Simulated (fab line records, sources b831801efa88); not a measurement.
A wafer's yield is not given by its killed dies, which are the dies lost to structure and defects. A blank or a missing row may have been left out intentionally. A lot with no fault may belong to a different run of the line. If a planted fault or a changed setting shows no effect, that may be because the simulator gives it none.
Comparing a struck lot with a sound one	flow sfqLine	42 out of 325 route steps
Sound: wafers L747.1, L747.2, L747.3. The struck wafers were L756.3, L756.5, L756.6. Last of all comes the cause.
Per side, at each step with rows, come the tool, then ch with its chambers, and then its first start. Under that, the readings that differ: sound wafers	struck wafers	difference of the means	sigmas: that difference in standard deviations of wafers without a fault.
alike: readings whose means differ by less than 2 such deviations, and words and numbers that are the same on both sides. not compared: withheld readings, readings that some wafer has no value for, bounds like >300 that may hide the same value, and numbers for which the record gives no deviation and whose values overlap.
Wherever a step has rows on one side only, a row that says differs or no value, or a row with sigmas, the two part there. Non-overlapping numbers with no deviation appear without sigmas and do not part them. A reading that every wafer of one side lacks parts them only if that side has two wafers or more.

first, 6 steps without rows for these wafers: SFQ_TRILAYER_L0_VIA_LITHO_COAT_018 (resist thk 62 nm); SFQ_TRILAYER_L0_VIA_LITHO_COAT_013 (resist thk 650 nm); SFQ_TRILAYER_L0_VIA_LITHO_SOFTBAKE_017; SFQ_TRILAYER_L0_VIA_LITHO_EXPOSE_014 (exposes mask L0V, target cd 700 nm); SFQ_TRILAYER_L0_VIA_LITHO_PEB_016 (peb time 60 s); SFQ_TRILAYER_L0_VIA_LITHO_DEVELOP_015 (time 60 s).
SFQ_L0V_OVL_MEAS_903:
  sound on overlay-01 at day 7 20:58; struck on overlay-01 at day 10 05:04
reading	sound	struck	difference	sigmas
L0V_OVL (nm)	-4 -10 -3	7 4 8	+12	+2
then, 2 steps without rows for these wafers: SFQ_TRILAYER_L0_VIA_BARC_OPEN_VIA_ETCH_021 (etches BARC in O2, target depth 125 nm, time 41.7 s); SFQ_TRILAYER_L0_VIA_ETCH_VIA_ETCH_016 (etches SiO2 in CHF3, stops on MoNx KI, target depth 80 nm).
SFQ_TRILAYER_L0_VIA_STRIP_STRIP_017: strips in O2.
  sound on rieMetal-04 ch 0,1, day 7 21:05; struck on rieMetal-01 ch 0,1, day 10 05:23
  alike: drypumpMotorCurrentA, oesProductAu, platenTempC
  not compared: rfHoursCounterH
then, 2 steps without rows for these wafers: SFQ_TRILAYER_L0_VIA_STRIP_SOLV_CLEAN_018 (cleans in NMP, time 600 s); SFQ_TRILAYER_M0_DEP_PRE_CLEAN_020 (time 15 s).
SFQ_TRILAYER_M0_DEP_SPUTTER_019: material Nb, target thk 200 nm, time 133.3 s.
  sound on pvdSputter-06 at day 7 21:55; struck on pvdSputter-06 at day 10 05:59
reading	sound	struck	difference	sigmas
cathodeDcPowerW (W)	2000.1 2000.3 2000.3	2086.8 2086.4 2087.5	+86.7	+99 or more
model.Nb_of_TRILAYER_M0_DEP_SPUTTER_019.thkNm (nm)	202.5 201.7 198.6	208 204.5 206.5	+5	
  alike: chamberPressurePa, throttleValvePct
SFQ_M0_RS_MEAS_904: measurement is done with a four-point probe.
  sound on filmMetro-03 at day 7 22:00; struck on filmMetro-02 at day 10 06:07
reading	sound	struck	difference	sigmas
M0_NB_RS (ohm/sq)	0.877 0.880 0.895	0.857 0.873 0.862	-0.020	-3
then, 6 steps without rows for these wafers: SFQ_TRILAYER_M0_LITHO_COAT_026 (resist thk 62 nm); SFQ_TRILAYER_M0_LITHO_COAT_021 (resist thk 600 nm); SFQ_TRILAYER_M0_LITHO_SOFTBAKE_025; SFQ_TRILAYER_M0_LITHO_EXPOSE_022 (exposes mask M0, target cd 500 nm); SFQ_TRILAYER_M0_LITHO_PEB_024 (peb time 60 s); SFQ_TRILAYER_M0_LITHO_DEVELOP_023 (time 60 s).
-- the record jumps here: 4 days lie between the struck wafers' starts before and after --
SFQ_M0_OVL_MEAS_906:
  sound on overlay-01 at day 11 09:52; struck on overlay-02 at day 14 11:55
  alike: M0_OVL
then, 1 step without rows for these wafers: SFQ_TRILAYER_M0_BARC_OPEN_METAL_ETCH_031 (etches BARC in O2, target depth 125 nm, time 41.7 s).
SFQ_TRILAYER_M0_ETCH_METAL_ETCH_024: etches Nb in Cl2/Ar, stops on SiO2, target depth 240 nm, time 120 s.
  sound on rieMetal-03 ch 0, day 11 10:01; struck on rieMetal-02 ch 0,1, day 14 12:02
reading	sound	struck	difference	sigmas
drypumpMotorCurrentA (A)	5.4 5.4 5.4	6.4 6.4 6.8	+1.1	+3
oesProductAu (a.u.)	0.900 0.896 0.892	0.911 0.913 0.911	+0.016	+2
model.etch.depthNm (nm)	202.5 201.7 198.6	208 204.5 206.5	+5	
model.M0.featureDepthNm (nm)	202.5 201.7 198.6	208 204.5 206.5	+5	
  not compared: rfHoursCounterH
SFQ_TRILAYER_M0_STRIP_STRIP_025: strips in O2.
  sound on rieMetal-03 ch 0, day 11 10:16; struck on rieMetal-02 ch 0,1, day 14 12:19
reading	sound	struck	difference	sigmas
drypumpMotorCurrentA (A)	5.5 5.5 5.5	6.4 6.4 6.8	+1.0	+2
  alike: oesProductAu, platenTempC
  not compared: rfHoursCounterH
then, 3 steps without rows for these wafers: SFQ_TRILAYER_M0_STRIP_SOLV_CLEAN_026 (cleans in NMP, time 600 s); SFQ_TRILAYER_I0_DEP_PECVD_027 (deposits SiO2 from SiH4/N2O, time 111.11 s, target thk 500 nm); SFQ_TRILAYER_I0_CMP_CMP_028 (polishes SiO2).
SFQ_I0_BOW_MEAS_907:
  sound on filmMetro-03 at day 11 17:46; struck on filmMetro-03 at day 14 16:01
  alike: I0_BOW
then, 7 steps without rows for these wafers: SFQ_TRILAYER_I0_METRO_MEASURE_029; SFQ_TRILAYER_I0_VIA_LITHO_COAT_036 (resist thk 62 nm); SFQ_TRILAYER_I0_VIA_LITHO_COAT_031 (resist thk 650 nm); SFQ_TRILAYER_I0_VIA_LITHO_SOFTBAKE_035; SFQ_TRILAYER_I0_VIA_LITHO_EXPOSE_032 (exposes mask I0, target cd 500 nm); SFQ_TRILAYER_I0_VIA_LITHO_PEB_034 (peb time 60 s); SFQ_TRILAYER_I0_VIA_LITHO_DEVELOP_033 (time 60 s).
-- the record jumps here: 6 days lie between the struck wafers' starts before and after --
SFQ_I0_OVL_MEAS_908:
  sound on overlay-01 at day 16 04:04; struck on overlay-02 at day 20 16:26
  alike: I0_OVL
SFQ_TRILAYER_I0_VIA_BARC_OPEN_VIA_ETCH_046: etches BARC in O2, target depth 125 nm, time 41.7 s.
  sound on rieDiel-01 ch 0,1,3, day 16 04:06; struck on rieDiel-02 ch 0,3, day 20 16:28
  alike: drypumpMotorCurrentA, oesProductAu
  not compared: rfHoursCounterH
SFQ_TRILAYER_I0_VIA_ETCH_VIA_ETCH_034: etches SiO2 in CHF3, stops on Nb, target depth 260 nm.
  sound on rieDiel-01 ch 0,1,3, day 16 04:08; struck on rieDiel-02 ch 0,3, day 20 16:30
  alike: drypumpMotorCurrentA, oesProductAu
SFQ_TRILAYER_I0_VIA_STRIP_STRIP_035: strips in O2.
  sound on rieMetal-02 ch 0,1, day 16 04:16; struck on rieMetal-01 ch 0,1, day 20 16:49
  alike: drypumpMotorCurrentA, oesProductAu, platenTempC
  not compared: rfHoursCounterH
then, 2 steps without rows for these wafers: SFQ_TRILAYER_I0_VIA_STRIP_SOLV_CLEAN_036 (cleans in NMP, time 600 s); SFQ_TRILAYER_M1_DEP_PRE_CLEAN_038 (time 22.5 s).
-- the record jumps here: 70 days lie between the struck wafers' starts before and after --
SFQ_M8_BOW_MEAS_951:
  sound on filmMetro-04 at day 89 08:52; struck on filmMetro-03 at day 90 18:39
reading	sound	struck	difference	sigmas
M8_BOW (um)	15 18 24	-3 -3 -16	-26	-2
model.etest.m0.ohmUm	1.763 1.763 1.788	1.703 1.737 1.724	-0.050	
model.etest.m0.ohmSq	0.8785 0.8822 0.8956	0.8553 0.8699 0.8616	-0.0232	
  not compared: model.etest.i0.linkOhm

WHERE THEY PART
At SFQ_L0V_OVL_MEAS_903 first; at SFQ_M8_BOW_MEAS_951 last (within this record only).

WHY: whatever the simulator had introduced
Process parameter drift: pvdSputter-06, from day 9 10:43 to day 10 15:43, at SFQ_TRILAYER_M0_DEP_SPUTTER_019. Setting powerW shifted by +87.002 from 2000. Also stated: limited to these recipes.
